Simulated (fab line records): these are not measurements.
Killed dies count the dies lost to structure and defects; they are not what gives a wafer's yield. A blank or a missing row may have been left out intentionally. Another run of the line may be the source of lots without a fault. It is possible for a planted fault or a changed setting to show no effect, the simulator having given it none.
The tool behind it: which one?    flow sky130    39 wafers from 13 lots sampled at 4 of the route's 708 steps

WHAT EACH GAUGE READ, for each wafer
SKY_CONTACT_BOW_MEAS_05. Usual: CONTACT_BOW gives 79 um (standard deviation 7.7).
lot   measured      on             CONTACT_BOW (um)  flag
L773  day 29 23:55  film_metro-03  84 79 76          
L774  day 30 17:40  film_metro-01  73 69 78          
L779  day 32 17:42  film_metro-04  73 90 81          
L781  day 33 06:59  film_metro-01  95 77 77          
L783  day 33 22:21  film_metro-03  76 75 81          
L784  day 34 06:34  film_metro-03  76 82 81          
L787  day 34 21:29  film_metro-01  84 90 85          
L790  day 36 05:33  film_metro-03  88 80 80          
L792  day 37 09:40  film_metro-03  73 79 59          
L793  day 37 10:05  film_metro-03  76 83 79          
L794  day 37 13:23  film_metro-03  96 70 85          
L795  day 37 19:10  film_metro-01  77 75 85          
L796  day 38 02:50  film_metro-04  77 85 89          

SKY_VIA1_CD_MEAS_12 targets a cd of 150 nm. Usual: cd_nm 149.7 nm, standard deviation 1.7.
lot   measured      on         cd_nm (nm)         flag
L773  day 33 12:10  cd_sem-02  148.4 149.3 149.1  
L774  day 34 06:32  cd_sem-01  148.6 148.5 146.6  
L779  day 36 03:38  cd_sem-02  147.5 148.2 147.2  
L781  day 36 17:16  cd_sem-02  150.2 150.6 149.5  
L783  day 37 08:38  cd_sem-01  149.8 150.0 150.4  
L784  day 37 15:26  cd_sem-02  149.5 150.0 151.3  
L787  day 38 05:57  cd_sem-02  152.1 152.8 150.6  
L790  day 39 13:04  cd_sem-02  152.5 149.6 149.5  
L792  day 40 16:08  cd_sem-01  151.0 149.9 149.1  
L793  day 40 17:31  cd_sem-01  150.1 151.3 150.9  
L794  day 40 19:33  cd_sem-02  151.3 151.3 153.3  
L795  day 41 00:54  cd_sem-01  150.9 150.8 150.4  
L796  day 41 05:44  cd_sem-01  152.4 151.4 150.2  

WHAT TOOL EACH LOT RAN ON (gives the tool, then ch and the chambers of the sampled wafers, and finally the start)
lot   SKY_METAL1_SPUTTER_01         SKY_VIA1_HMDS_05
L773  pvd_sputter-01, day 31 04:47  litho_track-01 ch 0, day 32 22:46
L774  pvd_sputter-02, day 31 23:19  litho_track-04 ch 0, day 33 16:44
L779  pvd_sputter-04, day 33 21:21  litho_track-03 ch 0, day 35 13:26
L781  pvd_sputter-01, day 34 10:10  litho_track-03 ch 0, day 36 03:47
L783  pvd_sputter-04, day 35 02:35  litho_track-03 ch 0, day 36 18:40
L784  pvd_sputter-02, day 35 09:59  litho_track-03 ch 0, day 37 02:08
L787  pvd_sputter-02, day 36 01:08  litho_track-04 ch 0, day 37 16:29
L790  pvd_sputter-01, day 37 09:08  litho_track-01 ch 0, day 38 23:40
L792  pvd_sputter-01, day 38 13:16  litho_track-03 ch 0, day 40 03:05
L793  pvd_sputter-04, day 38 13:57  litho_track-04 ch 0, day 40 04:07
L794  pvd_sputter-04, day 38 15:52  litho_track-04 ch 0, day 40 07:32
L795  pvd_sputter-01, day 38 22:17  litho_track-01 ch 0, day 40 13:12
L796  pvd_sputter-02, day 39 04:44  litho_track-01 ch 0, day 40 18:15
- SKY_METAL1_SPUTTER_01: material TiN, target thk 20 nm, time 16.7 s.
- SKY_VIA1_HMDS_05: prime time 60 s.

AS READ BY THE TOOLS THEMSELVES (means over the sampled wafers that have a number; for cases with no such wafer, the mark the record gives instead)
SKY_METAL1_SPUTTER_01. Usual: throttle_valve_pct 29.5 %, standard deviation 1.
lot   tool            throttle_valve_pct (%)  flag
L773  pvd_sputter-01  28.3                    
L774  pvd_sputter-02  29.7                    
L779  pvd_sputter-04  29.9                    
L781  pvd_sputter-01  29.7                    
L783  pvd_sputter-04  29.9                    
L784  pvd_sputter-02  29.9                    
L787  pvd_sputter-02  29.9                    
L790  pvd_sputter-01  28.9                    
L792  pvd_sputter-01  28.9                    
L793  pvd_sputter-04  30.2                    
L794  pvd_sputter-04  30.1                    
L795  pvd_sputter-01  29.3                    
L796  pvd_sputter-02  29.8                    

SKY_VIA1_HMDS_05. Usual: prime_temp_c 120.01 C, standard deviation 0.12.
lot   tool            prime_temp_c (C)  flag
L773  litho_track-01  119.96            
L774  litho_track-04  120.02            
L779  litho_track-03  119.98            
L781  litho_track-03  126.34            OFF
L783  litho_track-03  126.20            OFF
L784  litho_track-03  126.08            OFF
L787  litho_track-04  119.93            
L790  litho_track-01  120.08            
L792  litho_track-03  120.06            
L793  litho_track-04  119.97            
L794  litho_track-04  120.13            
L795  litho_track-01  120.02            
L796  litho_track-01  119.98            

THE ANSWER, worked out from the rows above alone
Rule: lot off if the mean of its wafers having a number is beyond 3 standard deviations from the usual mean. Also off: a lot with no number at a reading for which 4 or more lots have one. Where the step has rows for the other lots, those lots are counted as sound. The gauges are gone through in route order, then the tools' own readings, and for those a lot's mean is taken as printed above. The first step at which some lot is off is used, and at that step the reading that is off furthest; a lot without a number counts as furthest.
Off at SKY_VIA1_HMDS_05 (prime_temp_c): L781, L783, L784.
If a tool, at that step or one of the process steps before it, ran each lot that is off and ran no sound lot following the first of them, it fits. Not one of the candidates tried fits.

WHAT THE SIMULATOR PUT IN
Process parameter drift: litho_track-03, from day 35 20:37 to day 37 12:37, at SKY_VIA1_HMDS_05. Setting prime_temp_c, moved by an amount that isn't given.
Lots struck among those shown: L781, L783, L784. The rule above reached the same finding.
